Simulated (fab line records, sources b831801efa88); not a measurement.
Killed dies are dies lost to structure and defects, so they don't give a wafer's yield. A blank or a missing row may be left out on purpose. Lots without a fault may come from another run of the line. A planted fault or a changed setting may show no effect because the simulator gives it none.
fab line records | flow sky130
record lots=6 wafers=18 last_day=50
route steps=708 shown VIA3@575
lots that met no fault: from a run of the same line without faults
start_h: hours from the record's first day to the start of the lot's first wafer shown | wait_h: hours since the lot's step before | " the same as in the row above | L1.1+2: a row that stands for several wafers | - no value, or no start given | * or withheld: withheld | < > ~ a bound
route shown NAME@n: a module of which the file shows steps, and the number in the route of the first | usual: mean/standard deviation of fault-free wafers | same: alike in all rows | chamber/n: place in a boat | sites: the reading at each site | _std_site: their standard deviation | _edge_site: outer sites' mean less inner sites' | radius_mm: how far each site lies from the wafer's centre | mask NAME#n: copy n | behind: the tool/chamber that last shaped the wafer | hold: why the lot was held/for how many hours/how that ended | device: the transistor (n, p or np) that didn't switch | end of line: the same wafers' tests at the end of the route | a step without rows: its recipe alone | killed: dies lost to structure and defects at the first sort, not the wafer's yield | map: a wafer's dies, x killed, . not, _ none there
set.NAME: the setting as run; set.NAME@STEP: as run at that earlier step | model.NAME: the simulator's own value behind a step, which no gauge read
lots at some steps of the route; a table a step, a row a wafer
services: from which hour (start_h, from the record's first day; less than 0 if before it) a tool's chamber was out of use, for how many hours, and why
## steps
# step SKY_VIA3_CMP_02
# recipe material=SiO2 down_force_psi=4 platen_rpm=60 pad_velocity_m_s=0.94248
# usual motor_current_A=12.4/1.3
# columns lot.wafer tool chamber start_h wait_h motor_current_A
L164.2 cmp-02 0 894.50 0.1 11.7
L164.3 " 2 " " 14.9
L164.1 " 3 " " 13.3
L168.2 cmp-02 0 939.92 0.1 10.8
L168.4 " 1 " " 10.2
L168.5 " 2 " " 14.7
L179.3 cmp-01 2 1013.35 0.2 12.0
L179.4 " 1 " " 12.6
L179.6 " 3 " " 12.0
L180.4 cmp-01 1 1016.60 0.1 13.4
L180.2 " 3 " " 12.0
L180.5 " 1 " " 13.2
L183.1 cmp-01 3 1068.67 0.2 11.2
L183.5 " 3 " " 12.2
L183.6 " 0 " " 14.1
L184.2 cmp-02 1 1071.84 0.5 11.3
L184.4 " 3 " " 12.8
L184.6 " 1 " " 10.6
# step SKY_VIA3_BOW_MEAS_03
# recipe mode=bow
# usual VIA3_BOW=78/8.5
# columns lot.wafer tool chamber start_h wait_h VIA3_BOW[um]
L164.1 film_metro-01 - 894.80 0.1 88
L164.2 " - " " 79
L164.3 " - " " 89
L168.2 film_metro-01 - 940.14 0.2 94
L168.4 " - " " 95
L168.5 " - " " 90
L179.3 film_metro-04 - 1013.69 0.3 72
L179.4 " - " " 70
L179.6 " - " " 76
L180.2 film_metro-04 - 1016.87 0.1 64
L180.4 " - " " 64
L180.5 " - " " 58
L183.1 film_metro-04 - 1068.97 0.2 63
L183.5 " - " " 74
L183.6 " - " " 68
L184.2 film_metro-02 - 1072.11 0.2 72
L184.4 " - " " 72
L184.6 " - " " 73
# step SKY_VIA3_DEHYDRATE_04
# recipe temp_c=200 time_s=60
# step SKY_VIA3_HMDS_05
# recipe prime_time_s=60 prime_temp_c=120
# step SKY_VIA3_COAT_06
# recipe resist=BARC temp_c=withheld time_s=withheld spin_rpm=3000 resist_thk_nm=60
# step SKY_VIA3_COAT_07
# recipe resist=KrF-thick spin_rpm=3000 resist_thk_nm=450
# step SKY_VIA3_SOFTBAKE_08
# recipe temp_c=100 time_s=90 resist=KrF-thick
# step SKY_VIA3_EXPOSE_09
# recipe mask_id=VIM3 na=0.8 source_shape=annular sigma_inner=0.55 sigma_outer=0.85 target_cd_nm=200 dose_mj=38
# step SKY_VIA3_PEB_10
# recipe peb_temp_c=withheld peb_time_s=withheld resist=KrF-thick
# step SKY_VIA3_DEVELOP_11
# recipe develop_time_s=60 resist=KrF-thick dev_temp_c=21
# step SKY_VIA3_CD_MEAS_12
# recipe target_cd_nm=200
# usual cd_nm=199.7/1.4
# columns lot.wafer tool chamber start_h wait_h cd_nm
L164.1 cd_sem-02 - 920.24 - 200.4
L164.2 " - " " 198.4
L164.3 " - " " 198.8
L168.2 cd_sem-01 - 964.53 - 200.1
L168.4 " - " " 199.9
L168.5 " - " " 199.2
L179.3 cd_sem-02 - 1036.65 - 199.6
L179.4 " - " " 198.8
L179.6 " - " " 200.3
L180.2 cd_sem-01 - 1038.83 - 200.1
L180.4 " - " " 202.6
L180.5 " - " " 200.5
L183.1 cd_sem-01 - 1090.06 - 199.4
L183.5 " - " " 198.3
L183.6 " - " " 200.3
L184.2 cd_sem-02 - 1092.58 - 199.6
L184.4 " - " " 199.2
L184.6 " - " " 200.2
# step SKY_VIA3_OVL_MEAS_13
# usual VIA3_OVL=-1/5
# columns lot.wafer tool chamber start_h wait_h VIA3_OVL[nm]
L164.1 overlay-02 - 920.36 0.1 1
L164.2 " - " " 5
L164.3 " - " " 1
L168.2 overlay-01 - 964.64 0.1 -8
L168.4 " - " " 1
L168.5 " - " " -3
L179.3 overlay-02 - 1036.75 0.1 4
L179.4 " - " " 2
L179.6 " - " " 3
L180.2 overlay-01 - 1038.94 0.1 0
L180.4 " - " " 8
L180.5 " - " " 3
L183.1 overlay-02 - 1090.18 0.1 -6
L183.5 " - " " -7
L183.6 " - " " -5
L184.2 overlay-02 - 1092.69 0.1 -1
L184.4 " - " " 0
L184.6 " - " " -5
# step SKY_VIA3_ETCH_14
# recipe chemistry=N2/H2 target=BARC ion_energy_ev=200 source_w=500 bias_w=100 pressure_mtorr=30 n2_flow_sccm=100 h2_flow_sccm=200 stop_on=SiO2 time_s=45.9 target_depth_a=600
# usual chamber_pressure_mTorr=30.001/0.027 drypump_motor_current_A=5.6/0.42 h2_flow_sccm=200.0/0.67 oes_product_au=0.855/0.0049 run_length_s=74.2/0.59 throttle_valve_pct=13.225/0.0084
# columns lot.wafer tool chamber start_h wait_h chamber_pressure_mTorr drypump_motor_current_A h2_flow_sccm oes_product_au rf_hours_counter_h run_length_s throttle_valve_pct model.KrF-thick_of_VIA3_COAT_07.thk_nm
L164.1 rie_diel-01 0 920.39 0.0 29.982 4.9 200.8 0.855 5 73.9 13.234 388.8
L164.2 " 2 " " 29.974 6.3 200.3 0.856 4 74.5 13.218 390
L164.3 " 1 " " 29.993 6.0 200.3 0.854 4 73.5 13.220 390
L168.2 rie_diel-01 2 964.67 0.0 30.010 6.2 198.5 0.854 5 74.7 13.221 391.4
L168.4 " 3 " " 29.956 5.7 200.3 0.859 9 73.0 13.221 391.1
L168.5 " 1 " " 30.005 6.0 199.7 0.847 - 73.6 13.241 391.4
L179.3 rie_diel-01 0 1036.77 0.0 29.983 4.9 199.4 0.972 8 68.3 13.240 398.7
L179.4 " 1 " " 30.014 6.0 198.7 0.865 8 73.2 13.246 393.5
L179.6 " 3 " " 30.022 5.7 200.0 0.852 - 73.0 13.231 393.1
L180.2 rie_diel-01 3 1038.97 0.0 29.962 5.7 199.7 0.860 11 73.1 13.226 393.1
L180.4 " 0 " " 30.020 5.0 199.7 0.973 8 68.8 13.236 398.4
L180.5 " 3 " " 30.010 5.7 199.0 0.859 - 73.2 13.228 392.5
L183.1 rie_diel-03 1 1090.22 0.0 30.032 5.9 200.9 0.855 27 74.4 13.228 393
L183.5 " 1 " " 30.066 5.8 200.9 0.856 - 74.7 13.217 393.3
L183.6 " 0 " " 30.030 6.0 199.9 0.859 - 73.5 13.230 393
L184.2 rie_diel-02 1 1092.72 0.0 30.030 5.5 199.8 0.851 13 74.1 13.225 389.6
L184.4 " 3 " " 30.011 5.9 200.4 0.855 8 74.6 13.230 390.7
L184.6 " 0 " " 30.042 5.5 200.0 0.856 - 74.9 13.216 390.5
# step SKY_VIA3_ETCH_15
# recipe target=SiO2 chemistry=C4F8/O2/Ar target_depth_nm=507 stop_on=TiN mask_material=KrF-thick source_w=1500 bias_w=1200 pressure_mtorr=40 c4f8_flow_sccm=withheld O2_flow_sccm=6 Ar_flow_sccm=300 time_s=78
# usual chamber_pressure_mTorr=40.00/0.036 oes_product_au=0.945/0.0047 run_length_s=106.3/0.6
# columns lot.wafer tool chamber start_h wait_h chamber_pressure_mTorr oes_product_au rf_hours_counter_h run_length_s model.KrF-thick_of_VIA3_COAT_07.thk_nm
L164.1 rie_diel-01 0 920.44 0.0 40.02 0.943 5 106.0 284.7
L164.2 " 2 " " 40.00 0.951 4 106.6 285
L164.3 " 1 " " 40.05 0.944 5 105.5 288.4
L168.2 rie_diel-01 2 964.71 0.0 39.96 0.942 5 106.4 288.1
L168.4 " 3 " " 40.03 0.952 9 105.5 290.7
L168.5 " 1 " " 39.96 0.937 - 105.4 289.1
L179.3 rie_diel-01 0 1036.81 0.0 40.00 0.943 8 106.2 296.4
L179.4 " 1 " " 40.03 0.944 8 105.5 292.6
L179.6 " 3 " " 40.03 0.947 - 105.3 293.1
L180.2 rie_diel-01 3 1039.01 0.0 39.97 0.944 11 105.2 293
L180.4 " 0 " " 40.06 0.954 8 106.7 294.3
L180.5 " 3 " " 39.93 0.940 - 105.7 290.6
L183.1 rie_diel-03 1 1090.26 0.0 40.02 0.939 27 106.7 291.4
L183.5 " 1 " " 39.99 0.947 - 107.3 291.2
L183.6 " 0 " " 39.97 0.938 - 105.7 288.6
L184.2 rie_diel-02 1 1092.76 0.0 40.04 0.939 13 106.7 286
L184.4 " 3 " " 39.94 0.942 8 106.2 288.3
L184.6 " 0 " " 40.02 0.945 - 106.7 290.2
# step SKY_VIA3_STRIP_16
# recipe chemistry=O2/N2 power_w=1400 pressure_mtorr=1500 platen_temp_c=withheld o2_flow_sccm=3000 n2_flow_sccm=300 overash_fraction=0.5
# usual chamber_pressure_mTorr=1500.1/1.2 drypump_motor_current_A=5.6/0.46 oes_product_au=0.402/0.0046 strip_time_to_endpoint_s=4.114/0.023
# columns lot.wafer tool chamber start_h wait_h chamber_pressure_mTorr drypump_motor_current_A oes_product_au rf_hours_counter_h strip_time_to_endpoint_s
L164.1 plasma_asher-02 1 920.50 0.0 1499.6 5.6 0.397 114 4.067
L164.2 " 0 " " 1500.9 6.4 0.387 114 4.071
L164.3 " 0 " " 1500.5 6.4 0.403 - 4.101
L168.2 plasma_asher-03 1 964.77 0.0 1501.5 5.7 0.391 55 4.081
L168.4 " 1 " " 1500.5 5.7 0.400 - 4.138
L168.5 " 0 " " 1501.8 5.0 0.395 - 4.109
L179.3 plasma_asher-02 1 1036.90 0.1 1502.0 5.7 0.408 - 4.156
L179.4 " 0 " " 1500.9 6.4 0.408 - 4.135
L179.6 " 0 " " 1501.4 6.3 0.399 - 4.150
L180.2 plasma_asher-03 1 1039.07 0.0 1502.1 5.8 0.406 62 4.153
L180.4 " 1 " " 1501.3 5.7 0.400 - 4.175
L180.5 " 1 " " 1501.6 5.7 0.410 - 4.125
L183.1 plasma_asher-02 1 1090.32 0.0 1500.1 5.7 0.408 4 4.139
L183.5 " 0 " " 1500.2 6.4 0.406 - 4.126
L183.6 " 1 " " 1500.3 5.7 0.399 - 4.099
L184.2 plasma_asher-03 1 1092.82 0.0 1500.2 5.7 0.396 69 4.083
L184.4 " 1 " " 1501.3 5.7 0.397 - 4.097
L184.6 " 0 " " 1500.5 5.0 0.400 - 4.116
## services
# columns tool chamber start_h hours kind
rie_diel-01 3 870.69 12.8 repair
cmp-02 - 883.65 3.6 repair
rie_diel-03 1 885.18 3.6 repair
rie_diel-01 3 891.60 17.1 repair
rie_diel-03 1 894.59 16.8 repair
cmp-01 - 911.60 1.1 repair
rie_diel-01 3 923.49 5.1 repair
plasma_asher-02 - 931.70 6.1 repair
plasma_asher-02 - 935.13 2.8 repair
cmp-01 - 937.63 3.0 pm
cmp-01 - 938.76 2.1 repair
cmp-01 - 940.89 4.0 pm
cmp-01 - 962.84 2.2 repair
cmp-02 - 976.44 0.5 repair
rie_diel-01 0 1001.44 8.8 repair
cmp-02 - 1007.81 5.9 pm
plasma_asher-02 - 1009.84 1.0 repair
cmp-01 - 1027.87 0.6 repair
cmp-02 - 1037.68 2.7 repair
plasma_asher-02 - 1055.25 9.0 pm
cmp-02 - 1059.04 1.5 repair
cmp-02 - 1067.79 4.0 pm
cmp-02 - 1068.87 0.7 repair
plasma_asher-03 - 1074.97 8.5 repair
## key
first_sign step=SKY_VIA3_ETCH_14 reading=oes_product_au direction=up sigmas=24 usual=0.855 struck=0.972
effect step=SKY_VIA3_ETCH_14 reading=run_length_s direction=down sigmas=9.4 usual=* struck=*
model_effect step=SKY_VIA3_ETCH_14 value=KrF-thick_of_VIA3_COAT_07.thk_nm without=393.1 struck=398.5
model_effect step=SKY_VIA3_ETCH_15 value=KrF-thick_of_VIA3_COAT_07.thk_nm without=289.9 struck=295.4
met_at SKY_VIA3_ETCH_14
struck_wafers L179.3,L180.4
sort_left_out L179.3,L180.4
onset_between 920.39 1036.77
fault kind=process_parameter_drift tool=rie_diel-01 chamber=0 onset_h=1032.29 steps=SKY_VIA3_ETCH_14 channel=time_s offset=* shape=step end_h=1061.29 acts_in=* stated=*
# sort_left_out: the simulated sort isn't trusted on such a fault, so these wafers' sort isn't shown, and their yield isn't known
